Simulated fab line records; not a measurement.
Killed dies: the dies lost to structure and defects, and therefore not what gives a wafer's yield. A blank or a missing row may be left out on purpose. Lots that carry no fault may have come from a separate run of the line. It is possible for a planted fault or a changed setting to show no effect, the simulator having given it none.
fab line records	flow sky130
record: lots: 12	wafers: 36	last-day: 50
route steps=708 shown METAL4@633 VIA4@659 PASSIVATION@684 PAD_OPEN@708
lots that met no fault: from a run of the same line without faults
start-h: the number of hours between the record's first day and the start of the first shown wafer of the lot	wait-h: hours elapsed since this lot's preceding step	" same as the row above	L1.1+2: a row that stands for several wafers	- no value, or no start given	* or withheld: withheld	< > ~ a bound
route shown NAME@n: a module of which the file shows steps, and the number in the route of the first	usual: mean/standard deviation of fault-free wafers	same: alike in all rows	chamber/n: place in a boat	sites: per-site readings	_std_site: how widely they spread, as a standard deviation	_edge_site: outer sites' mean less inner sites'	radius-mm: how far each site lies from the wafer's centre	mask NAME#n: copy n	behind: the last tool/chamber to shape the wafer	hold: reason for holding the lot/hours on hold/outcome of the hold	device: transistor that didn't switch, given as n, p or np	end of line: tests of these same wafers at the route's end	step lacking rows: just its recipe	killed: dies that structure and defects cost at the first sort, which is not the same as the wafer's yield	map: a wafer's dies, marking killed ones x, the rest . and places with no die _
set.NAME: the run value of the setting; set.NAME@STEP: its run value at that earlier step	model.NAME: the simulator's own value behind a step, which no gauge read
the route's steps for a sample of lots (tables are steps, rows are wafers)
services: from which hour (start-h, from the record's first day; less than 0 if before it) a tool's chamber was out of use, for how many hours, and why
== steps ==
step: SKY_METAL4_ETCH_17
recipe: target: SiO2	stop-on: TiN	chemistry: C4F8/O2/Ar	source-w: 1500	bias-w: 1200	pressure-mtorr: 40	c4f8-flow-sccm: withheld	O2_flow_sccm: 6	Ar_flow_sccm: 300	time-s: 3.9	target-depth-a: 150
usual: oes-product-au: 0.753/0.0075
lot.wafer	tool	chamber	start-h	wait-h	oes-product-au	rf-hours-counter-h
L687.1	rie-diel-04	0	982.91	0.1	0.747	12
L687.4	"	2	"	"	0.754	19
L687.6	"	0	"	"	0.753	-
L688.3	rie-diel-03	3	993.27	0.0	0.745	4
L688.4	"	0	"	"	0.751	6
L688.5	"	0	"	"	0.755	-
L689.1	rie-diel-03	1	997.28	0.2	0.749	21
L689.2	"	2	"	"	0.760	7
L689.6	"	1	"	"	0.751	-
L690.1	rie-diel-04	1	1005.55	0.1	0.757	18
L690.2	"	2	"	"	0.735	20
L690.4	"	3	"	"	0.747	6
L691.1	rie-diel-03	0	1013.41	0.1	0.737	7
L691.5	"	1	"	"	0.749	-
L691.6	"	0	"	"	0.769	-
L693.1	rie-diel-03	1	1025.47	0.1	0.754	22
L693.2	"	3	"	"	0.746	5
L693.5	"	1	"	"	0.766	-
L701.3	rie-diel-04	1	1075.40	0.0	0.752	21
L701.5	"	2	"	"	0.750	-
L701.6	"	3	"	"	0.749	-
L702.4	rie-diel-04	1	1082.35	0.0	0.744	21
L702.5	"	2	"	"	0.756	-
L702.6	"	3	"	"	0.758	-
L704.4	rie-diel-02	0	1094.72	0.0	0.748	13
L704.5	"	3	"	"	0.753	-
L704.6	"	0	"	"	0.755	-
L706.2	rie-diel-03	1	1103.12	0.1	0.744	24
L706.3	"	3	"	"	0.746	7
L706.5	"	2	"	"	0.763	-
L707.1	rie-diel-03	0	1111.01	0.1	0.758	9
L707.2	"	3	"	"	0.748	8
L707.5	"	3	"	"	0.751	-
L708.1	rie-diel-03	0	1114.85	0.1	0.739	9
L708.2	"	3	"	"	0.755	8
L708.5	"	0	"	"	0.755	-
step: SKY_VIA4_THK_MEAS_20
recipe: thk-meas-gauge: xrf	reads: W_of_VIA4_CVD_18
usual: VIA4_W_THK: 509/9.5
lot.wafer	tool	chamber	start-h	wait-h	VIA4_W_THK[nm]
L687.1	film-metro-01	-	1008.86	0.1	501
L687.4	"	-	"	"	503
L687.6	"	-	"	"	506
L688.3	film-metro-02	-	1018.41	0.1	499
L688.4	"	-	"	"	519
L688.5	"	-	"	"	502
L689.1	film-metro-04	-	1022.78	0.1	503
L689.2	"	-	"	"	524
L689.6	"	-	"	"	500
L690.1	film-metro-01	-	1031.21	0.1	505
L690.2	"	-	"	"	512
L690.4	"	-	"	"	501
L691.1	film-metro-02	-	1038.07	0.1	508
L691.5	"	-	"	"	508
L691.6	"	-	"	"	497
L693.1	film-metro-01	-	1050.33	0.1	495
L693.2	"	-	"	"	500
L693.5	"	-	"	"	500
L701.3	film-metro-04	-	1098.57	0.1	510
L701.5	"	-	"	"	514
L701.6	"	-	"	"	525
L702.4	film-metro-01	-	1104.99	0.1	500
L702.5	"	-	"	"	513
L702.6	"	-	"	"	503
L704.4	film-metro-01	-	1117.17	0.1	496
L704.5	"	-	"	"	508
L704.6	"	-	"	"	500
L706.2	film-metro-02	-	1124.93	0.1	513
L706.3	"	-	"	"	510
L706.5	"	-	"	"	506
L707.1	film-metro-04	-	1132.93	0.1	508
L707.2	"	-	"	"	523
L707.5	"	-	"	"	514
L708.1	film-metro-04	-	1138.07	0.1	511
L708.2	"	-	"	"	529
L708.5	"	-	"	"	521
step: SKY_VIA4_CMP_21
recipe: stop-on: SiO2	t-overpolish-s: 25	down-force-psi: 3.5	platen-rpm: 60	target-thk-nm: 0	pad-velocity-m-s: 0.94248
usual: edge-zone-pressure-frac: 1.000/0.0046	head-pressure-psi: 3.501/0.0076	motor-current-A: 10.7/1	overpolish-run-s: 25.000/0.0098	time-to-endpoint-s: 123/6.6
lot.wafer	tool	chamber	start-h	wait-h	edge-zone-pressure-frac	head-pressure-psi	motor-current-A	overpolish-run-s	time-to-endpoint-s
L687.1	cmp-01	3	1008.97	0.1	0.997	3.510	12.1	25.005	120
L687.4	"	0	"	"	0.995	3.506	10.2	24.996	130
L687.6	"	3	"	"	0.994	3.496	11.8	25.002	118
L688.4	cmp-02	1	1018.45	0.0	1.007	3.494	10.2	24.998	119
L688.3	"	3	"	"	1.009	3.500	12.0	24.995	117
L688.5	"	1	"	"	1.006	3.489	10.1	24.996	115
L689.2	cmp-01	3	1023.04	0.2	0.999	3.504	12.8	24.990	129
L689.1	"	1	"	"	1.000	3.501	11.2	25.012	127
L689.6	"	3	"	"	1.005	3.495	12.0	24.998	123
L690.4	cmp-02	0	1031.32	0.1	0.999	3.515	8.4	24.993	118
L690.1	"	1	"	"	0.990	3.491	9.2	25.009	117
L690.2	"	2	"	"	1.003	3.484	9.9	24.995	130
L691.1	cmp-02	3	1038.13	0.1	0.999	3.509	12.2	25.009	118
L691.5	"	3	"	"	0.998	3.514	11.9	24.995	110
L691.6	"	0	"	"	1.001	3.497	9.0	24.999	116
L693.2	cmp-01	3	1050.49	0.1	1.001	3.510	12.2	25.001	122
L693.1	"	0	"	"	0.997	3.496	10.6	24.995	128
L693.5	"	1	"	"	0.989	3.499	11.2	25.000	121
L701.3	cmp-01	3	1098.66	0.1	1.005	3.495	11.6	24.987	122
L701.5	"	2	"	"	1.004	3.510	10.8	25.000	117
L701.6	"	3	"	"	1.002	3.510	12.0	25.002	126
L702.4	cmp-01	2	1105.07	0.1	0.991	3.505	11.0	24.985	115
L702.6	"	1	"	"	1.003	3.510	11.7	25.012	121
L702.5	"	2	"	"	0.996	3.499	10.9	24.998	120
L704.4	cmp-02	3	1118.16	1.0	1.004	3.500	12.3	24.999	113
L704.5	"	0	"	"	1.001	3.500	8.1	24.987	120
L704.6	"	1	"	"	0.994	3.497	9.8	24.989	111
L706.2	cmp-01	3	1125.03	0.1	1.000	3.495	11.8	25.001	124
L706.3	"	0	"	"	0.997	3.503	10.0	24.994	126
L706.5	"	2	"	"	0.992	3.507	10.8	25.014	113
L707.2	cmp-02	0	1133.04	0.1	1.004	3.500	8.2	25.005	122
L707.1	"	2	"	"	0.993	3.497	10.1	25.014	124
L707.5	"	3	"	"	1.000	3.493	12.2	24.997	117
L708.1	cmp-01	0	1138.23	0.1	0.994	3.503	9.8	24.979	128
L708.2	"	1	"	"	0.998	3.506	11.0	25.013	129
L708.5	"	3	"	"	1.004	3.503	11.1	25.006	123
step: SKY_PASSIVATION_THK_MEAS_03
recipe: reads: Si3N4_of_PASSIVATION_CVD_02
usual: PASSIVATION_CVD_02_THK: 536/9.1
lot.wafer	tool	chamber	start-h	wait-h	PASSIVATION_CVD_02_THK[nm]
L687.1	film-metro-02	-	1033.17	-	528
L687.4	"	-	"	"	528
L687.6	"	-	"	"	538
L688.3	film-metro-02	-	1042.76	-	540
L688.4	"	-	"	"	531
L688.5	"	-	"	"	548
L689.1	film-metro-02	-	1048.54	-	522
L689.2	"	-	"	"	533
L689.6	"	-	"	"	529
L690.1	film-metro-03	-	1054.59	-	541
L690.2	"	-	"	"	538
L690.4	"	-	"	"	548
L691.1	film-metro-02	-	1061.69	-	531
L691.5	"	-	"	"	528
L691.6	"	-	"	"	520
L693.1	film-metro-04	-	1073.78	-	527
L693.2	"	-	"	"	539
L693.5	"	-	"	"	536
L701.3	film-metro-02	-	1120.87	-	558
L701.5	"	-	"	"	550
L701.6	"	-	"	"	556
L702.4	film-metro-04	-	1125.43	-	539
L702.5	"	-	"	"	545
L702.6	"	-	"	"	533
L704.4	film-metro-02	-	1138.76	-	532
L704.5	"	-	"	"	530
L704.6	"	-	"	"	530
L706.2	film-metro-02	-	1145.26	-	519
L706.3	"	-	"	"	529
L706.5	"	-	"	"	534
L707.1	film-metro-04	-	1152.37	-	546
L707.2	"	-	"	"	535
L707.5	"	-	"	"	539
L708.1	film-metro-03	-	1158.47	-	545
L708.2	"	-	"	"	530
L708.5	"	-	"	"	550
step: SKY_PAD_OPEN_PROBE_99
usual: defect-limited-yield: 82.7/1.8	killed_at_M0_to_M3: 42/7.2	killed_at_M4_up: 3.4/2.1	killed-at-contacts: 24/5.4	killed-at-front-end: 15/4	killed-at-other: 0.3/0.53	killed-dies: 85/8.8	killed-open: 47/6.7	killed-short: 38/6.5	sort_bin_3_pad_short: 0.8/0.4	sort_bin_5_function: 10.2/1.3	sort_bin_6_memory: 6.2/1.2	sort-n-pass: 407/8.8	sort-yield-pct: 82.7/1.8
same: gross-dies: 492	killed-at-back-side: 0	sort_bin_4_leakage[%]: 0	sort_bin_8_speed[%]: 0
lot.wafer	tool	chamber	start-h	wait-h	defect-limited-yield[%]	killed_at_M0_to_M3	killed_at_M4_up	killed-at-contacts	killed-at-front-end	killed-at-other	killed-dies	killed-open	killed-short	sort_bin_3_pad_short[%]	sort_bin_5_function[%]	sort_bin_6_memory[%]	sort-n-pass	sort-yield-pct[%]
L687.1	prober-02	-	1079.14	0.1	80.1	41	4	29	23	1	98	52	46	0.4	12.6	6.9	394	80.1
L687.4	prober-02	-	1079.29	0.2	82.3	46	4	23	13	1	87	54	33	1.6	12.4	3.7	405	82.3
L687.6	prober-02	-	1079.39	0.2	82.5	40	3	33	10	0	86	47	39	0.6	11.8	5.1	406	82.5
L690.1	prober-01	-	1099.83	0.1	82.1	44	3	22	18	1	88	36	51	1.2	11.2	5.5	404	82.1
L690.2	prober-01	-	1099.88	0.1	81.3	41	4	35	11	1	92	48	44	1.6	10.6	6.5	400	81.3
L690.4	prober-01	-	1099.98	0.2	78.5	58	6	26	16	0	106	62	43	0.6	12.2	8.7	386	78.5
L691.1	prober-02	-	1105.50	0.1	84.8	39	0	19	17	0	75	37	38	1.0	8.7	5.5	417	84.8
L691.5	prober-02	-	1105.70	0.2	84.3	36	1	22	17	1	77	37	40	1.4	8.1	6.1	415	84.3
L691.6	prober-02	-	1105.75	0.2	85.6	42	3	16	10	0	71	43	28	0.2	9.1	5.1	421	85.6
L693.1	prober-02	-	1117.48	0.1	83.3	39	2	30	11	0	82	41	41	0.6	9.6	6.5	410	83.3
L693.2	prober-02	-	1117.53	0.1	76.6	36	56	16	7	0	115	32	32	2.8	16.1	4.5	377	76.6
L693.5	prober-02	-	1117.68	0.2	82.3	49	4	26	8	0	87	52	35	0.8	10.2	6.7	405	82.3
L701.3	prober-02	-	1161.26	0.2	81.9	48	2	24	14	1	89	48	39	1.0	9.8	7.3	403	81.9
L701.5	prober-02	-	1161.36	0.2	82.9	36	1	31	16	0	84	43	40	0.6	10.0	6.5	408	82.9
L701.6	prober-02	-	1161.41	0.2	85.4	37	3	18	14	0	72	39	33	1.0	7.3	6.3	420	85.4
L702.4	prober-01	-	1164.39	0.2	79.7	65	3	16	16	0	100	47	53	1.0	11.8	7.5	392	79.7
L702.5	prober-01	-	1164.44	0.2	85.0	29	3	25	16	1	74	45	29	0.4	9.1	5.5	418	85.0
L702.6	prober-01	-	1164.49	0.2	84.6	36	12	18	10	0	76	45	31	0.2	9.6	5.7	416	84.6
L704.4	prober-01	-	1176.63	0.2	82.3	35	13	27	11	1	87	46	41	0.8	11.0	5.9	405	82.3
L704.5	prober-01	-	1176.68	0.2	85.8	38	2	15	15	0	70	29	41	0.4	8.3	5.5	422	85.8
L704.6	prober-01	-	1176.73	0.2	82.7	42	3	23	17	0	85	47	36	0.4	8.9	7.9	407	82.7
L707.1	prober-01	-	1187.85	0.1	86.6	32	1	22	11	0	66	45	21	0.4	7.9	5.1	426	86.6
L707.2	prober-01	-	1187.90	0.1	82.5	37	2	30	17	0	86	42	44	1.4	10.0	6.1	406	82.5
L707.5	prober-01	-	1188.05	0.2	85.4	41	4	16	11	0	72	40	32	0.2	10.2	4.3	420	85.4
L708.1	prober-02	-	1193.04	0.1	85.0	27	4	30	13	0	74	46	28	0.8	8.3	5.9	418	85.0
L708.2	prober-02	-	1193.09	0.1	79.9	56	4	25	14	0	99	58	41	0.4	12.0	7.7	393	79.9
L708.5	prober-02	-	1193.24	0.2	81.5	47	4	22	18	0	91	57	34	0.8	9.6	8.1	401	81.5
killed by level:class
L687.1 CONTACT:geometric-particle:open=12 LI_CONTACT:geometric-particle:open=8 METAL1:geometric-particle:short=8 VIA1:geometric-particle:open=7 FIELD_ISO:geometric-particle:short=6 FIELD_ISO:geometric-particle:open=6 LOCAL_INTERCONNECT:geometric-particle:short=6 POLY_GATE:geometric-particle:short=4
L687.4 VIA1:geometric-particle:open=17 CONTACT:geometric-particle:open=10 LI_CONTACT:geometric-particle:open=6 METAL1:geometric-particle:short=5 VIA2:geometric-particle:open=5 METAL3:geometric-particle:short=4 METAL2:geometric-particle:short=4 VIA3:geometric-particle:short=4
L687.6 LI_CONTACT:geometric-particle:open=11 VIA1:geometric-particle:open=10 CONTACT:geometric-particle:open=9 CONTACT:geometric-particle:short=8 METAL1:geometric-particle:short=6 METAL2:geometric-particle:short=6 VIA2:geometric-particle:open=5 VIA1:geometric-particle:short=5
L690.1 CONTACT:geometric-particle:open=9 FIELD_ISO:geometric-particle:short=8 VIA1:geometric-particle:short=7 METAL1:geometric-particle:short=6 VIA2:geometric-particle:short=6 VIA1:geometric-particle:open=5 LI_CONTACT:geometric-particle:short=4 LI_CONTACT:geometric-particle:open=4
L690.2 CONTACT:geometric-particle:open=14 LI_CONTACT:geometric-particle:open=9 VIA1:geometric-particle:open=9 LI_CONTACT:geometric-particle:short=8 METAL2:geometric-particle:short=8 METAL1:geometric-particle:short=5 VIA2:geometric-particle:open=5 VIA3:geometric-particle:open=5
L690.4 VIA1:geometric-particle:open=16 CONTACT:geometric-particle:open=10 VIA2:geometric-particle:open=9 VIA1:geometric-particle:short=8 VIA3:geometric-particle:open=7 LI_CONTACT:geometric-particle:open=6 FIELD_ISO:geometric-particle:open=4 LOCAL_INTERCONNECT:geometric-particle:short=4
L691.1 METAL1:geometric-particle:short=8 VIA1:geometric-particle:open=8 METAL2:geometric-particle:short=7 LI_CONTACT:geometric-particle:open=6 CONTACT:geometric-particle:short=6 POLY_GATE:geometric-particle:open=5 CONTACT:geometric-particle:open=4 POLY_GATE:geometric-particle:short=3
L691.5 METAL1:geometric-particle:short=9 VIA1:geometric-particle:open=7 VIA3:geometric-particle:open=7 LI_CONTACT:geometric-particle:open=6 CONTACT:geometric-particle:open=6 FIELD_ISO:geometric-particle:open=5 FIELD_ISO:geometric-particle:short=4 POLY_GATE:geometric-particle:short=4
L691.6 VIA1:geometric-particle:open=8 LI_CONTACT:geometric-particle:open=7 VIA2:geometric-particle:open=7 METAL2:geometric-particle:short=6 CONTACT:geometric-particle:open=5 VIA3:geometric-particle:open=5 METAL1:geometric-particle:short=5 VIA3:geometric-particle:short=4
L693.1 CONTACT:geometric-particle:open=11 VIA1:geometric-particle:open=8 CONTACT:geometric-particle:short=7 LI_CONTACT:geometric-particle:open=6 LOCAL_INTERCONNECT:geometric-particle:short=6 METAL1:geometric-particle:short=5 VIA1:geometric-particle:short=5 VIA2:geometric-particle:short=5
L693.2 METAL4:unspecified=51 VIA1:geometric-particle:open=10 VIA3:geometric-particle:open=8 CONTACT:geometric-particle:short=6 VIA1:geometric-particle:short=6 VIA2:geometric-particle:open=4 METAL4:geometric-particle:short=4 LI_CONTACT:geometric-particle:open=3
L693.5 CONTACT:geometric-particle:open=11 VIA3:geometric-particle:open=9 METAL2:geometric-particle:short=9 VIA2:geometric-particle:open=9 VIA1:geometric-particle:open=8 LI_CONTACT:geometric-particle:open=5 LOCAL_INTERCONNECT:geometric-particle:short=5 METAL1:geometric-particle:short=5
L701.3 VIA1:geometric-particle:open=9 CONTACT:geometric-particle:open=8 LI_CONTACT:geometric-particle:open=7 METAL2:geometric-particle:short=7 VIA3:geometric-particle:open=7 VIA1:geometric-particle:short=6 METAL3:geometric-particle:short=5 POLY_GATE:geometric-particle:open=4
L701.5 LI_CONTACT:geometric-particle:open=13 CONTACT:geometric-particle:short=8 VIA3:geometric-particle:open=7 VIA1:geometric-particle:open=6 FIELD_ISO:geometric-particle:short=5 VIA1:geometric-particle:short=5 METAL1:geometric-particle:open=4 METAL2:geometric-particle:short=4
L701.6 VIA1:geometric-particle:open=8 CONTACT:geometric-particle:open=6 VIA1:geometric-particle:short=6 VIA3:geometric-particle:open=6 VIA2:geometric-particle:open=5 LI_CONTACT:geometric-particle:short=4 METAL1:geometric-particle:open=4 FIELD_ISO:geometric-particle:open=3
L702.4 VIA1:geometric-particle:open=13 VIA1:geometric-particle:short=11 METAL2:geometric-particle:short=10 VIA3:geometric-particle:open=9 POLY_GATE:geometric-particle:short=7 VIA2:geometric-particle:open=7 METAL1:geometric-particle:short=6 POLY_GATE:geometric-particle:open=4
L702.5 LI_CONTACT:geometric-particle:open=12 VIA1:geometric-particle:open=7 CONTACT:geometric-particle:open=6 VIA2:geometric-particle:open=5 POLY_GATE:geometric-particle:open=4 METAL1:geometric-particle:short=4 VIA3:geometric-particle:open=4 FIELD_ISO:geometric-particle:short=3
L702.6 CONTACT:geometric-particle:open=10 VIA1:geometric-particle:open=9 METAL4:geometric-particle:short=7 VIA3:geometric-particle:open=7 METAL1:geometric-particle:short=5 VIA1:geometric-particle:short=5 VIA2:geometric-particle:open=5 FIELD_ISO:geometric-particle:open=4
L704.4 VIA1:geometric-particle:open=10 CONTACT:geometric-particle:open=9 METAL4:geometric-particle:short=8 VIA2:geometric-particle:open=7 LI_CONTACT:geometric-particle:open=6 METAL2:geometric-particle:short=6 LOCAL_INTERCONNECT:geometric-particle:short=5 VIA1:geometric-particle:short=5
L704.5 VIA3:geometric-particle:short=8 FIELD_ISO:geometric-particle:short=7 VIA1:geometric-particle:open=7 CONTACT:geometric-particle:short=5 VIA3:geometric-particle:open=5 POLY_GATE:geometric-particle:short=4 METAL1:geometric-particle:short=4 VIA2:geometric-particle:open=4
L704.6 VIA1:geometric-particle:open=13 CONTACT:geometric-particle:open=9 FIELD_ISO:geometric-particle:short=7 LI_CONTACT:geometric-particle:open=7 VIA2:geometric-particle:open=6 METAL1:geometric-particle:short=5 LOCAL_INTERCONNECT:geometric-particle:short=4 VIA3:geometric-particle:short=4
L707.1 CONTACT:geometric-particle:open=13 VIA1:geometric-particle:open=11 VIA2:geometric-particle:open=8 POLY_GATE:geometric-particle:short=4 LI_CONTACT:geometric-particle:open=4 METAL2:geometric-particle:short=4 CONTACT:geometric-particle:short=3 METAL1:geometric-particle:short=2
L707.2 CONTACT:geometric-particle:open=11 CONTACT:geometric-particle:short=7 VIA1:geometric-particle:open=7 METAL2:geometric-particle:short=7 LI_CONTACT:geometric-particle:open=5 METAL1:geometric-particle:short=5 VIA2:geometric-particle:short=5 FIELD_ISO:geometric-particle:short=4
L707.5 VIA1:geometric-particle:open=9 CONTACT:geometric-particle:open=6 METAL2:geometric-particle:short=5 VIA2:geometric-particle:open=5 VIA3:geometric-particle:open=5 FIELD_ISO:geometric-particle:short=4 LI_CONTACT:geometric-particle:open=4 METAL1:geometric-particle:short=4
L708.1 LI_CONTACT:geometric-particle:open=10 CONTACT:geometric-particle:open=6 VIA1:geometric-particle:open=6 FIELD_ISO:geometric-particle:open=5 POLY_GATE:geometric-particle:open=5 LOCAL_INTERCONNECT:geometric-particle:short=5 VIA1:geometric-particle:short=5 CONTACT:geometric-particle:short=4
L708.2 CONTACT:geometric-particle:open=12 VIA1:geometric-particle:open=10 VIA1:geometric-particle:short=9 VIA3:geometric-particle:open=8 LI_CONTACT:geometric-particle:open=7 METAL2:geometric-particle:short=7 VIA2:geometric-particle:open=6 METAL3:geometric-particle:short=6
L708.5 VIA1:geometric-particle:open=16 LI_CONTACT:geometric-particle:open=8 CONTACT:geometric-particle:open=8 FIELD_ISO:geometric-particle:open=6 METAL1:geometric-particle:short=5 METAL2:geometric-particle:short=5 VIA2:geometric-particle:open=5 VIA3:geometric-particle:open=5
== services ==
tool	chamber	start-h	hours	kind
rie-diel-03	3	964.97	1.3	repair
cmp-01	-	971.55	4.0	repair
rie-diel-03	1	980.45	2.1	repair
rie-diel-02	0	993.64	7.5	repair
rie-diel-02	2	1018.36	2.6	repair
rie-diel-03	0	1040.40	7.6	repair
rie-diel-03	-	1058.69	15.6	pm
rie-diel-02	3	1068.19	15.8	repair
rie-diel-03	3	1077.14	5.9	repair
cmp-01	-	1080.60	3.1	repair
cmp-01	-	1090.53	4.0	pm
cmp-01	-	1094.53	-	consumable-replace:conditioner
cmp-01	-	1094.53	-	consumable-replace:pad
cmp-02	-	1102.67	0.3	repair
cmp-02	-	1104.94	1.0	repair
cmp-02	-	1113.24	4.5	pm
rie-diel-04	0	1122.61	10.3	repair
cmp-01	-	1129.86	0.3	repair
== key ==
first-sign: step: SKY_PAD_OPEN_PROBE_99	reading: killed_at_M4_up	direction: up	sigmas: 26	usual: 3.4	struck: 56
effect: step: SKY_PAD_OPEN_PROBE_99	reading: sort_bin_3_pad_short	direction: up	sigmas: 5	usual: 0.8	struck: 2.8
met-at SKY_METAL4_ETCH_17
struck-lots L693
struck-wafers L693.2
not-acting-at SKY_VIA4_THK_MEAS_20,SKY_VIA4_CMP_21,SKY_PASSIVATION_THK_MEAS_03
onset-between 993.27 1025.47
fault: kind: chamber-particle-source	tool: rie-diel-03	chamber: 3	onset-h: 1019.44	steps: SKY_METAL4_ETCH_17	rate-per-visit-cm2: 0.73352	end-h: 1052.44
